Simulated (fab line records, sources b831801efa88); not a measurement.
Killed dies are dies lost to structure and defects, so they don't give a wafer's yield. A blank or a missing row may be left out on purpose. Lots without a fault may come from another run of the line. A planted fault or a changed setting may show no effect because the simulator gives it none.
A struck lot beside a sound one | flow gf180mcu | 20 steps out of a route of 602
Sound: wafers L959.3, L959.4, L959.5. Struck: wafers L965.3, L965.5. The cause comes at the end.
At each step with rows: each side's tool, then ch and its chambers, then its first start. Under that, the readings that differ: sound wafers | struck wafers | difference of the means | sigmas: that difference in standard deviations of wafers without a fault.
alike: readings whose means differ by less than 2 such deviations, and words and numbers that are the same on both sides. not compared: withheld readings, readings that some wafer has no value for, bounds like >300 that may hide the same value, and numbers for which the record gives no deviation and whose values overlap.
The two part at a step that has a row with sigmas, a row that says differs or no value, or rows on one side only. Numbers that don't overlap but have no deviation are shown without sigmas and don't part them. A reading that every wafer of one side lacks parts them only if that side has two wafers or more.

first, 1 step without rows for these wafers: GF_V4_CVD_00 (deposits SiO2, target thk 600 nm, time 100 s).
GF_V4_THK_MEAS_01:
  sound on film_metro-01, day 27 07:16; struck on film_metro-01, day 29 19:57
  alike: V4_CVD_00_THK
GF_V4_CVD_02: deposits SiO2 from TEOS, target thk 850 nm, time 94.851 s.
  sound on pecvd-04 ch 1,2, day 27 07:18; struck on pecvd-04 ch 0, day 29 19:59
  alike: heater_power_w
  not compared: since_wet_clean_h
GF_V4_THK_MEAS_03:
  sound on film_metro-04, day 27 07:23; struck on film_metro-04, day 29 20:05
  alike: V4_CVD_02_THK
GF_V4_CMP_04: polishes SiO2.
  sound on cmp-01 ch 0,2,3, day 27 07:32; struck on cmp-01 ch 2,3, day 29 20:10
  alike: motor_current_A, time_to_endpoint_s
GF_V4_BOW_MEAS_05:
  sound on film_metro-01, day 27 07:46; struck on film_metro-04, day 29 20:28
  alike: V4_BOW
then, 6 steps without rows for these wafers: GF_V4_DEHYDRATE_06 (time 60 s); GF_V4_HMDS_07 (prime time 60 s); GF_V4_COAT_08; GF_V4_COAT_09 (resist thk 1000 nm); GF_V4_SOFTBAKE_10 (time 60 s); GF_V4_EXPOSE_11 (exposes mask Via4, target cd 260 nm).
GF_V4_PEB_12: peb time 90 s.
  sound on litho_track-01 ch 0, day 28 03:34; struck on litho_track-03 ch 0, day 30 15:07
  reading                  | sound             | struck      | difference | sigmas
  heater_power_total_W (W) | 85.75 85.74 85.57 | 91.36 91.28 | +5.63      | +67
  alike: chill_plate_temp_C, resist_line_temp_C
then, 1 step without rows for these wafers: GF_V4_DEVELOP_13 (develop time 60 s).
GF_V4_CD_MEAS_14: target cd 260 nm.
  sound on cd_sem-01, day 28 03:53; struck on cd_sem-01, day 30 15:27
  reading    | sound             | struck      | difference | sigmas
  cd_nm (nm) | 261.4 260.1 259.6 | 255.3 256.9 | -4.3       | -4
GF_V4_OVL_MEAS_15:
  sound on overlay-02, day 28 03:59; struck on overlay-02, day 30 15:32
  alike: V4_OVL
GF_V4_ETCH_16: etches BARC in N2/H2.
  sound on rie_diel-02 ch 0,3, day 28 04:00; struck on rie_diel-02 ch 1, day 30 15:34
  reading             | sound             | struck      | difference | sigmas
  model.V4.cd_nm (nm) | 260.9 259.7 259.3 | 255.2 256.8 | -4.0       |
  alike: drypump_motor_current_A, oes_product_au, throttle_valve_pct
GF_V4_ETCH_17: etches SiO2 in C4F8/O2/Ar, stops on TiN, target depth 630 nm.
  sound on rie_diel-02 ch 0,3; struck on rie_diel-02 ch 1
  reading             | sound             | struck      | difference | sigmas
  model.V4.cd_nm (nm) | 261.1 259.3 258.5 | 254.7 256.3 | -4.1       |
  alike: oes_product_au
GF_V4_STRIP_18: strips in O2/N2.
  sound on plasma_asher-02 ch 0,1, day 28 04:10; struck on plasma_asher-03 ch 0,1, day 30 15:43
  alike: drypump_motor_current_A, heater_power_w, oes_product_au, platen_temp_c
  not compared: rf_hours_counter_h
-- the record jumps here: 4 days lie between the struck wafers' starts before and after (it left off in module V4 and takes up again in module PASSIVATION, whose first step shown is number 602 of the route) --
GF_PASSIVATION_PROBE_99:
  the record has rows for the struck wafers here (prober-02, day 34 10:14) and none for the sound ones

WHERE THEY PART
First at GF_V4_PEB_12; last, within this record, at GF_PASSIVATION_PROBE_99.

WHY: what the simulator had put in
Process parameter drift: litho_track-03, from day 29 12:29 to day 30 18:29, at GF_V4_PEB_12. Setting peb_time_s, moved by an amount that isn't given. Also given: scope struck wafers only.
